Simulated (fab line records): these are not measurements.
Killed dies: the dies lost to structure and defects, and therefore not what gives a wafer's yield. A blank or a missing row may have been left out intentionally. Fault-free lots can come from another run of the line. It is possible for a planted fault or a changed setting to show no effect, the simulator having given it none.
Which tool is to blame? / flow gf180mcu / 6 lots, 18 wafers sampled, at 3 steps of a route of 602

== WHAT THE GAUGES READ, wafer by wafer ==
GF_VT_IMPLANT_TW_MEAS_32.
lot=L181; measured=day 7 05:31; on=film metro-03; VT_IMPLANT_3_TW=268.4 268.3 266.8
lot=L183; measured=day 7 16:32; on=film metro-04; VT_IMPLANT_3_TW=267.2 266.4 266.6
lot=L185; measured=day 8 02:58; on=film metro-03; VT_IMPLANT_3_TW=268.8 267.7 267.2
lot=L187; measured=day 8 21:47; on=film metro-04; VT_IMPLANT_3_TW=266.7 267.7 267.2
lot=L189; measured=day 9 07:50; on=film metro-03; VT_IMPLANT_3_TW=269.2 267.6 269.9
lot=L197; measured=day 11 13:46; on=film metro-02; VT_IMPLANT_3_TW=418.0 416.0 418.2

== WHICH TOOL RAN EACH LOT (tool, then ch and the chambers of the sampled wafers, then the start) ==
lot=L181; GF_MVSD_STRIP_10=plasma asher-02 ch 0,1, day 4 17:49; GF_VT_IMPLANT_IMPLANT_30=implanter-02 ch 0, day 7 05:16
lot=L183; GF_MVSD_STRIP_10=plasma asher-03 ch 0,1, day 5 03:22; GF_VT_IMPLANT_IMPLANT_30=implanter-01 ch 0, day 7 16:19
lot=L185; GF_MVSD_STRIP_10=plasma asher-02 ch 0,1, day 5 14:08; GF_VT_IMPLANT_IMPLANT_30=implanter-04 ch 0, day 8 02:43
lot=L187; GF_MVSD_STRIP_10=plasma asher-03 ch 0,1, day 6 03:37; GF_VT_IMPLANT_IMPLANT_30=implanter-04 ch 0, day 8 21:32
lot=L189; GF_MVSD_STRIP_10=plasma asher-02 ch 0,1, day 6 14:29; GF_VT_IMPLANT_IMPLANT_30=implanter-02 ch 0, day 9 07:35
lot=L197; GF_MVSD_STRIP_10=plasma asher-01 ch 0,1, day 8 14:58; GF_VT_IMPLANT_IMPLANT_30=implanter-04 ch 0, day 11 13:31
- GF_MVSD_STRIP_10: strips in O2/N2.
- GF_VT_IMPLANT_IMPLANT_30

== THE ANSWER, worked out from the rows above alone ==
Rule: the usual values come from the lots themselves. The widest of any qualifying gaps counts: lots, ordered by their means at a reading, are off when they make up no more than a third of the lots, leave a main group of 4 or more, and stand apart from it by 3 or more times the standard deviation of that group's means. The tables above print the reading to a certain number of digits; a main group whose means all agree to those digits is not used. A lot without any number at a reading at which 4 lots or more have one is off too. Any other lot the step has rows for is counted as sound.
Off: at GF_VT_IMPLANT_TW_MEAS_32 (VT_IMPLANT_3_TW), L197. The main group: mean 267.7, standard deviation 0.73.
If a tool, at a process step before that reading, ran all the lots that are off and no sound lot after the first of them, it fits. Gauges at GF_VT_IMPLANT_TW_MEAS_32: tried the same way as those tools. Can't be told from this: 3 tools fit, plasma asher-01 at GF_MVSD_STRIP_10, implanter-04 at GF_VT_IMPLANT_IMPLANT_30, film metro-02 at GF_VT_IMPLANT_TW_MEAS_32.

== WHAT THE SIMULATOR PUT IN ==
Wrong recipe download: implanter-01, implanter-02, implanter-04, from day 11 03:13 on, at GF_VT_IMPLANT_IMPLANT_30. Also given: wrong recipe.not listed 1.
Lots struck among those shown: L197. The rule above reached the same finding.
